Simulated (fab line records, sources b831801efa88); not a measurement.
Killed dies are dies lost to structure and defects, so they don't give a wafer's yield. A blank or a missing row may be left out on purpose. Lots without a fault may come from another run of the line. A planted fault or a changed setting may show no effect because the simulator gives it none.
Chamber matching | flow sky130 | SKY_VIA2_CMP_24 on cmp-01: 4 sister chambers
The step polishes, stops on SiO2, t overpolish 20 s, target thk 0 nm. 14 wafers are shown with their chamber, then 7 later ones without.

WAFERS WITH THEIR CHAMBER
wafer  | chamber | motor_current_A (A) | slurry_filter_dp_kPa (kPa) | overpolish_run_s (s)
L074.1 | 2       | 10.4                | 13.30                      | 20.001
L074.3 | 0       | 10.1                | 13.33                      | 19.990
L074.5 | 0       | 10.1                | 13.46                      | 19.996
L075.1 | 2       | 10.8                | 13.38                      | 20.020
L075.3 | 1       | 13.4                | 13.42                      | 20.012
L075.5 | 1       | 13.3                | 13.26                      | 20.002
L078.2 | 2       | 11.0                | 13.39                      | 20.005
L078.3 | 3       | 11.0                | 13.71                      | 20.009
L078.4 | 0       | 10.1                | 13.64                      | 20.004
L079.2 | 0       | 10.3                | 13.51                      | 19.997
L079.3 | 1       | 12.6                | 13.79                      | 20.003
L079.5 | 3       | 11.1                | 13.69                      | 19.999
L088.3 | 2       | 10.6                | 13.52                      | 20.003
L088.5 | 0       | 10.3                | 13.25                      | 19.982

SIGNATURES (means of the wafers above)
reading              | chamber 0 | chamber 1 | chamber 2 | chamber 3 | scatter within a chamber
motor_current_A      | 10.180    | 13.100    | 10.700    | 11.050    | 0.252
slurry_filter_dp_kPa | 13.4380   | 13.4900   | 13.3975   | 13.7000   | 0.163
overpolish_run_s     | 19.99380  | 20.00567  | 20.00725  | 20.00400  | 0.0078
Rule: a wafer's distance from a chamber is the root of the sum, over the readings, of the square of ((its reading less the chamber's mean) divided by the reading's scatter). The wafer belongs to the nearest chamber; if the next one is less than 2 further off, it can't be placed. The scatter: the root of (the sum of the squares of (reading less its chamber's mean) over the shown wafers, divided by (wafers less chambers)).

WAFERS WITHOUT THEIR CHAMBER
wafer  | motor_current_A (A) | slurry_filter_dp_kPa (kPa) | overpolish_run_s (s)
L088.6 | 11.1                | 13.63                      | 20.006
L094.2 | 12.7                | 13.40                      | 20.008
L094.3 | 10.5                | 13.46                      | 19.988
L094.4 | 10.9                | 13.34                      | 20.015
L097.2 | 10.5                | 13.44                      | 19.989
L097.5 | 10.6                | 13.52                      | 20.002
L097.6 | 11.0                | 13.33                      | 20.003

WHICH CHAMBER EACH WENT THROUGH
wafer  | from the rows above          | in truth
L088.6 | can't be placed: 3 or 2      | 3
L094.2 | 1                            | 1
L094.3 | can't be placed: 0 or 2 or 3 | 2
L094.4 | can't be placed: 2 or 3      | 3
L097.2 | can't be placed: 0 or 2 or 3 | 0
L097.5 | can't be placed: 2 or 0 or 3 | 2
L097.6 | can't be placed: 2 or 3      | 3
Placed correctly: 1 of 7. Can't be placed from these rows: 6 (the true chamber is among the candidates in 6). Placed wrongly: 0.
